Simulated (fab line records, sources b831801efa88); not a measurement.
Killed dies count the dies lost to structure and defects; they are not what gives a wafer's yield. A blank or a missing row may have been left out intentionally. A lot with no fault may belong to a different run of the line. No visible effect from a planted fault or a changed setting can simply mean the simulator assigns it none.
Which tool is to blame? + flow sky130 + 14 lots, 42 wafers sampled, at 5 steps of a route of 708

== WHAT EACH GAUGE READ, for each wafer ==
SKY_LDD_P_OVL_MEAS_08.
| lot  | measured     | on         | LDD_P_OVL (nm) |
|------|--------------|------------|----------------|
| L990 | day 19 07:48 | overlay-02 | 0.5 1.0 -0.3   |
| L991 | day 19 13:52 | overlay-01 | 1.4 2.2 1.7    |
| L992 | day 20 04:28 | overlay-02 | 0.1 -0.8 0.8   |
| L993 | day 20 11:52 | overlay-02 | 0.5 1.4 0.4    |
| L995 | day 21 07:38 | overlay-01 | -0.3 0.2 0.5   |
| L996 | day 21 16:46 | overlay-02 | 2.1 1.7 3.6    |
| L997 | day 22 03:46 | overlay-02 | -0.5 -0.8 -0.5 |
| L106 | day 25 04:23 | overlay-02 | 0.8 -1.4 -0.1  |
| L107 | day 25 14:46 | overlay-02 | 0.8 -1.1 1.9   |
| L108 | day 25 20:07 | overlay-01 | 0.5 0.4 -0.3   |
| L109 | day 26 03:02 | overlay-02 | 1.4 1.5 0.4    |
| L110 | day 26 13:38 | overlay-02 | -0.7 -2.1 -1.1 |
| L111 | day 26 20:16 | overlay-01 | 1.9 1.3 2.6    |
| L112 | day 27 23:28 | overlay-02 | -1.2 0.2 -0.5  |

SKY_LDD_HVP_OVL_MEAS_07.
| lot  | measured     | on         | LDD_HVP_OVL (nm) |
|------|--------------|------------|------------------|
| L990 | day 21 20:30 | overlay-01 | 3.4 5.4 2.3      |
| L991 | day 22 03:27 | overlay-01 | 2.6 3.3 0.7      |
| L992 | day 22 17:48 | overlay-01 | 2.1 3.3 3.4      |
| L993 | day 23 00:44 | overlay-01 | -0.7 1.0 0.1     |
| L995 | day 23 20:17 | overlay-02 | 2.4 -0.5 -1.1    |
| L996 | day 24 05:26 | overlay-01 | 2.1 0.5 1.7      |
| L997 | day 24 14:59 | overlay-01 | 3.3 2.9 2.0      |
| L106 | day 27 14:00 | overlay-01 | 4.9 6.0 6.1      |
| L107 | day 28 01:47 | overlay-01 | 0.6 2.0 2.4      |
| L108 | day 28 06:06 | overlay-02 | -2.2 0.3 -1.3    |
| L109 | day 28 12:53 | overlay-01 | 3.0 1.6 2.6      |
| L110 | day 28 22:44 | overlay-02 | -2.7 -2.2 -2.7   |
| L111 | day 29 05:53 | overlay-02 | 2.1 1.7 2.0      |
| L112 | day 30 08:51 | overlay-02 | 0.2 0.7 0.5      |

SKY_LDD_LDN_TW_MEAS_13.
| lot  | measured     | on           | LDD_LDN_TW     |
|------|--------------|--------------|----------------|
| L990 | day 23 03:22 | filmMetro-01 | 1497 1490 1496 |
| L991 | day 23 10:47 | filmMetro-01 | 1500 1486 1492 |
| L992 | day 24 00:08 | filmMetro-04 | 1480 1489 1486 |
| L993 | day 24 07:44 | filmMetro-04 | 1490 1490 1495 |
| L995 | day 25 02:29 | filmMetro-04 | 1491 1494 1493 |
| L996 | day 25 11:35 | filmMetro-04 | 1360 1375 1357 |
| L997 | day 25 20:27 | filmMetro-01 | 1369 1365 1364 |
| L106 | day 28 19:18 | filmMetro-01 | 1508 1501 1506 |
| L107 | day 29 06:30 | filmMetro-04 | 1499 1505 1504 |
| L108 | day 29 11:28 | filmMetro-01 | 1500 1504 1498 |
| L109 | day 29 17:52 | filmMetro-02 | 1469 1462 1459 |
| L110 | day 30 02:53 | filmMetro-04 | 1491 1495 1498 |
| L111 | day 30 10:50 | filmMetro-04 | 1495 1498 1491 |
| L112 | day 31 12:55 | filmMetro-01 | 1506 1505 1500 |

== WHICH TOOL RAN EACH LOT (tool, then ch and the chambers of the sampled wafers, then the start) ==
| lot  | SKY_LDD_P_STRIP_10                  | SKY_LDD_LDN_IMPLANT_10          |
|------|-------------------------------------|---------------------------------|
| L990 | plasmaAsher-01 ch 0, day 19 07:59   | implanter-03 ch 0, day 23 02:58 |
| L991 | plasmaAsher-03 ch 1, day 19 14:04   | implanter-03 ch 0, day 23 10:23 |
| L992 | plasmaAsher-01 ch 0,1, day 20 04:40 | implanter-04 ch 0, day 23 23:44 |
| L993 | plasmaAsher-01 ch 0,1, day 20 12:02 | implanter-04 ch 0, day 24 07:20 |
| L995 | plasmaAsher-03 ch 0,1, day 21 07:49 | implanter-03 ch 0, day 25 02:07 |
| L996 | plasmaAsher-03 ch 0,1, day 21 16:56 | implanter-03, day 25 11:12      |
| L997 | plasmaAsher-03 ch 0,1, day 22 03:56 | implanter-03, day 25 20:04      |
| L106 | plasmaAsher-03 ch 0,1, day 25 04:35 | implanter-03 ch 0, day 28 18:56 |
| L107 | plasmaAsher-03 ch 0,1, day 25 14:56 | implanter-02 ch 0, day 29 06:07 |
| L108 | plasmaAsher-03 ch 0,1, day 25 20:17 | implanter-04 ch 0, day 29 11:04 |
| L109 | plasmaAsher-01 ch 0,1, day 26 03:13 | implanter-02 ch 0, day 29 17:28 |
| L110 | plasmaAsher-03 ch 0,1, day 26 13:49 | implanter-03 ch 0, day 30 02:30 |
| L111 | plasmaAsher-02 ch 0,1, day 26 20:26 | implanter-04 ch 0, day 30 10:28 |
| L112 | plasmaAsher-01 ch 0,1, day 27 23:40 | implanter-02 ch 0, day 31 12:31 |
- SKY_LDD_P_STRIP_10: strips in O2/N2.
- SKY_LDD_LDN_IMPLANT_10

== WHAT THE TOOLS THEMSELVES READ (means of the sampled wafers that have a number; where no wafer has one, the mark that the record gives instead) ==
SKY_LDD_P_STRIP_10.
| lot  | tool           | drypumpMotorCurrentA (A) | oesProductAu (a.u.) | stripTimeToEndpointS (s) |
|------|----------------|--------------------------|---------------------|--------------------------|
| L990 | plasmaAsher-01 | 5.3                      | 0.717               | 14.195                   |
| L991 | plasmaAsher-03 | 5.6                      | 0.718               | 14.191                   |
| L992 | plasmaAsher-01 | 5.9                      | 0.717               | 14.164                   |
| L993 | plasmaAsher-01 | 5.9                      | 0.714               | 14.180                   |
| L995 | plasmaAsher-03 | 5.6                      | 0.717               | 14.190                   |
| L996 | plasmaAsher-03 | 5.6                      | 0.718               | 14.184                   |
| L997 | plasmaAsher-03 | 5.6                      | 0.716               | 14.215                   |
| L106 | plasmaAsher-03 | 5.7                      | 0.713               | 14.206                   |
| L107 | plasmaAsher-03 | 5.7                      | 0.712               | 14.149                   |
| L108 | plasmaAsher-03 | 5.6                      | 0.717               | 14.160                   |
| L109 | plasmaAsher-01 | 5.6                      | 0.707               | 14.182                   |
| L110 | plasmaAsher-03 | 5.7                      | 0.716               | 14.185                   |
| L111 | plasmaAsher-02 | 5.9                      | 0.717               | 14.151                   |
| L112 | plasmaAsher-01 | 5.9                      | 0.713               | 14.128                   |

SKY_LDD_LDN_IMPLANT_10.
| lot  | tool         | beamEnergyKeV | beamOnS (s) |
|------|--------------|---------------|-------------|
| L990 | implanter-03 | 15.001        | 10.06       |
| L991 | implanter-03 | 15.005        | 9.97        |
| L992 | implanter-04 | 15.001        | 9.99        |
| L993 | implanter-04 | 15.003        | 10.06       |
| L995 | implanter-03 | 15.001        | 10.12       |
| L996 | implanter-03 | -             | -           |
| L997 | implanter-03 | -             | -           |
| L106 | implanter-03 | 15.001        | 10.08       |
| L107 | implanter-02 | 14.994        | 10.07       |
| L108 | implanter-04 | 15.001        | 9.92        |
| L109 | implanter-02 | 14.993        | 9.95        |
| L110 | implanter-03 | 15.000        | 10.11       |
| L111 | implanter-04 | 15.001        | 9.99        |
| L112 | implanter-02 | 14.997        | 9.99        |

== THE ANSWER, worked out from the rows above alone ==
Rule: the lots themselves supply what counts as usual. The widest of any qualifying gaps counts: lots, ordered by their means at a reading, are off when they make up no more than a third of the lots, leave a main group of 4 or more, and stand apart from it by 3 or more times the standard deviation of that group's means. A main group whose means are all the same, to the digits that the tables above print for the reading, isn't used. A lot without any number at a reading at which 4 lots or more have one is off too. Where the step has rows for the other lots, those lots are counted as sound. The gauges are gone through in route order, then the tools' own readings, and for those a lot's mean is taken as printed above. The first step at which some lot is off is used, and at that step the reading that is off furthest; a lot without a number counts as furthest.
Off: L996, L997, seen at SKY_LDD_LDN_TW_MEAS_13 (LDD_LDN_TW). The main group has a mean of 1493 with a standard deviation of 11.
A tool fits if, at a process step before that reading, it ran every lot that is off, and no sound lot after the first of them. Not tried: the gauges at SKY_LDD_LDN_TW_MEAS_13; whatever is off there is also off at SKY_LDD_LDN_IMPLANT_10, on other tools, and gauge error can't account for it. Of those tried, none fits.

== WHAT THE SIMULATOR HAD PUT IN ==
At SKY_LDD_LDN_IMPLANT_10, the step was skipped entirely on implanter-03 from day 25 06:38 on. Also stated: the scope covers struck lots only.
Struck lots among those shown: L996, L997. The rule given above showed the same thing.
